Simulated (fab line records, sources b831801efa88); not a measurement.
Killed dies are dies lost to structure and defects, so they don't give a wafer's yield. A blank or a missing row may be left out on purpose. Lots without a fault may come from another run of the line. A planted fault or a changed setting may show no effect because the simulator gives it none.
Which tool did it? | flow gf180mcu | 13 lots, 39 wafers sampled, at 5 steps of a route of 602

WHAT THE GAUGES READ, wafer by wafer
GF_HV_LDD_CD_MEAS_31: target cd 400 nm.
lot  | measured     | on        | cd_nm (nm)
L270 | day 11 14:34 | cd_sem-01 | 401.3 401.4 400.0
L271 | day 11 19:46 | cd_sem-02 | 398.1 398.3 399.6
L272 | day 12 02:49 | cd_sem-01 | 401.3 400.4 401.9
L273 | day 12 10:04 | cd_sem-01 | 403.0 402.4 402.3
L276 | day 13 11:19 | cd_sem-01 | 399.3 398.9 400.3
L277 | day 13 17:36 | cd_sem-02 | 398.1 397.3 400.1
L281 | day 15 10:22 | cd_sem-02 | 400.3 400.7 400.5
L282 | day 15 17:25 | cd_sem-02 | 399.0 400.1 398.8
L285 | day 16 13:58 | cd_sem-02 | 385.0 386.4 387.0
L288 | day 17 09:34 | cd_sem-01 | 388.6 390.2 388.8
L289 | day 17 17:40 | cd_sem-01 | 400.1 401.1 400.6
L290 | day 18 00:13 | cd_sem-01 | 398.2 396.9 398.5
L291 | day 18 08:55 | cd_sem-01 | 397.7 396.2 398.3

GF_HV_LDD_THK_MEAS_55.
lot  | measured     | on            | HV_LDD_CVD_54_THK (nm)
L270 | day 12 12:35 | film_metro-01 | 9.71 9.61 9.57
L271 | day 12 16:38 | film_metro-01 | 9.93 9.98 9.98
L272 | day 13 00:27 | film_metro-02 | 9.89 9.93 9.97
L273 | day 13 08:19 | film_metro-01 | 9.82 9.72 9.71
L276 | day 14 09:54 | film_metro-01 | 9.98 9.99 10.04
L277 | day 14 19:49 | film_metro-02 | 9.79 9.79 9.84
L281 | day 16 10:32 | film_metro-01 | 10.06 10.09 10.13
L282 | day 16 17:14 | film_metro-02 | 10.25 10.12 10.28
L285 | day 17 15:52 | film_metro-02 | 9.96 10.05 10.02
L288 | day 18 12:07 | film_metro-02 | 9.92 9.91 10.05
L289 | day 18 19:24 | film_metro-03 | 10.05 9.98 10.17
L290 | day 19 02:17 | film_metro-01 | 10.12 10.25 10.27
L291 | day 19 11:05 | film_metro-01 | 9.93 9.90 9.89

GF_M2_CD_MEAS_14: target cd 280 nm.
lot  | measured     | on        | cd_nm (nm)
L270 | day 19 07:27 | cd_sem-02 | 279.5 280.3 279.1
L271 | day 19 11:21 | cd_sem-02 | 280.9 280.6 280.7
L272 | day 19 20:12 | cd_sem-02 | 280.8 281.4 281.7
L273 | day 20 05:46 | cd_sem-02 | 280.4 279.5 278.9
L276 | day 21 12:34 | cd_sem-01 | 280.6 280.1 280.1
L277 | day 21 22:23 | cd_sem-01 | 279.9 280.4 279.0
L281 | day 23 15:01 | cd_sem-01 | 278.1 279.7 281.4
L282 | day 23 23:30 | cd_sem-01 | 280.1 281.2 281.2
L285 | day 24 20:50 | cd_sem-02 | 280.5 280.8 281.9
L288 | day 25 15:06 | cd_sem-02 | 281.0 281.3 281.6
L289 | day 25 20:51 | cd_sem-01 | 281.6 280.6 280.4
L290 | day 26 02:45 | cd_sem-02 | 281.3 279.9 280.7
L291 | day 26 11:16 | cd_sem-02 | 280.0 279.0 279.1

WHICH TOOL RAN EACH LOT (tool, then ch and the chambers of the sampled wafers, then the start)
lot  | GF_HV_LDD_EXPOSE_28                 | GF_SALICIDE_SPUTTER_02
L270 | iline_stepper-01 ch 0, day 11 05:19 | pvd_sputter-01, day 15 05:53
L271 | iline_stepper-02 ch 0, day 11 10:30 | pvd_sputter-01, day 15 08:41
L272 | iline_stepper-02 ch 0, day 11 17:34 | pvd_sputter-01, day 15 17:37
L273 | iline_stepper-02 ch 0, day 12 00:55 | pvd_sputter-04, day 16 03:34
L276 | iline_stepper-02 ch 0, day 13 01:43 | pvd_sputter-04, day 17 07:26
L277 | iline_stepper-02 ch 0, day 13 07:46 | pvd_sputter-03, day 17 16:05
L281 | iline_stepper-02 ch 0, day 14 23:52 | pvd_sputter-01, day 19 11:09
L282 | iline_stepper-01 ch 0, day 15 06:50 | pvd_sputter-01, day 19 19:07
L285 | iline_stepper-01 ch 0, day 16 02:52 | pvd_sputter-04, day 20 18:48
L288 | iline_stepper-01 ch 0, day 16 22:27 | pvd_sputter-03, day 21 15:22
L289 | iline_stepper-02 ch 0, day 17 06:09 | pvd_sputter-03, day 21 22:29
L290 | iline_stepper-02 ch 0, day 17 12:52 | pvd_sputter-04, day 22 04:22
L291 | iline_stepper-02 ch 0, day 17 21:25 | pvd_sputter-01, day 22 13:46
- GF_HV_LDD_EXPOSE_28: exposes mask Nplus HV AREA, target cd 400 nm.
- GF_SALICIDE_SPUTTER_02: material Co, target thk 10 nm, time 20 s.

WHAT THE TOOLS THEMSELVES READ (means of the sampled wafers that have a number; where no wafer has one, the mark that the record gives instead)
GF_HV_LDD_EXPOSE_28.
lot  | tool             | exposure_dose_mJ_cm2
L270 | iline_stepper-01 | 140.13
L271 | iline_stepper-02 | 139.78
L272 | iline_stepper-02 | 139.89
L273 | iline_stepper-02 | 139.90
L276 | iline_stepper-02 | 139.89
L277 | iline_stepper-02 | 140.15
L281 | iline_stepper-02 | 140.02
L282 | iline_stepper-01 | 139.93
L285 | iline_stepper-01 | 134.49
L288 | iline_stepper-01 | 134.48
L289 | iline_stepper-02 | 140.13
L290 | iline_stepper-02 | 139.99
L291 | iline_stepper-02 | 139.90

GF_SALICIDE_SPUTTER_02.
lot  | tool           | cathode_dc_power_W (W) | throttle_valve_pct (%)
L270 | pvd_sputter-01 | 999.92                 | 29.6
L271 | pvd_sputter-01 | 1000.07                | 29.5
L272 | pvd_sputter-01 | 999.87                 | 29.7
L273 | pvd_sputter-04 | 999.96                 | 29.9
L276 | pvd_sputter-04 | 1000.13                | 30.0
L277 | pvd_sputter-03 | 999.95                 | 29.5
L281 | pvd_sputter-01 | 999.78                 | 29.4
L282 | pvd_sputter-01 | 999.96                 | 29.7
L285 | pvd_sputter-04 | 1000.10                | 30.0
L288 | pvd_sputter-03 | 1000.08                | 30.7
L289 | pvd_sputter-03 | 999.95                 | 29.6
L290 | pvd_sputter-04 | 1000.12                | 30.3
L291 | pvd_sputter-01 | 999.94                 | 29.4

THE ANSWER, worked out from the rows above alone
Rule: what is usual is taken from the lots themselves. Put in order of their means at a reading, lots are off if they are a third of the lots or fewer, leave a main group of 4 or more, and stand apart from it by a gap of 3 or more times the standard deviation of the main group's means; of several such gaps the widest counts. A main group whose means are all the same, to the digits that the tables above print for the reading, isn't used. A lot without any number at a reading at which 4 lots or more have one is off too. The other lots that the step has rows for count as sound. The gauges are gone through in route order, then the tools' own readings, and for those a lot's mean is taken as printed above. The first step at which some lot is off is used, and at that step the reading that is off furthest; a lot without a number counts as furthest.
Off: L285, L288, at GF_HV_LDD_CD_MEAS_31 (cd_nm). The main group: mean 399.7 nm, standard deviation 1.5.
A tool fits if, at a process step before that reading, it ran every lot that is off, and no sound lot after the first of them. The gauges at GF_HV_LDD_CD_MEAS_31 aren't tried: what is off there is off at GF_HV_LDD_EXPOSE_28 too, on other tools, and a gauge's error can't cause that. One fits: iline_stepper-01 at GF_HV_LDD_EXPOSE_28. Its last sound lot is L282 (day 15 06:50), its first lot that is off L285 (day 16 02:52): a fault that began between those two fits.
The tool's own readings at GF_HV_LDD_EXPOSE_28 bear it out: on the lots that are off they differ by more than 5 times the standard deviation of the sound lots' means. exposure_dose_mJ_cm2 reads 134.49 there against 139.97 on the sound lots.

WHAT THE SIMULATOR HAD PUT IN
Process parameter drift: iline_stepper-01, from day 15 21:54 on, at GF_HV_LDD_EXPOSE_28. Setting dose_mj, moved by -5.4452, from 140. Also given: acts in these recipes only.
Lots struck among those shown: L285, L288. The rule above found the same.
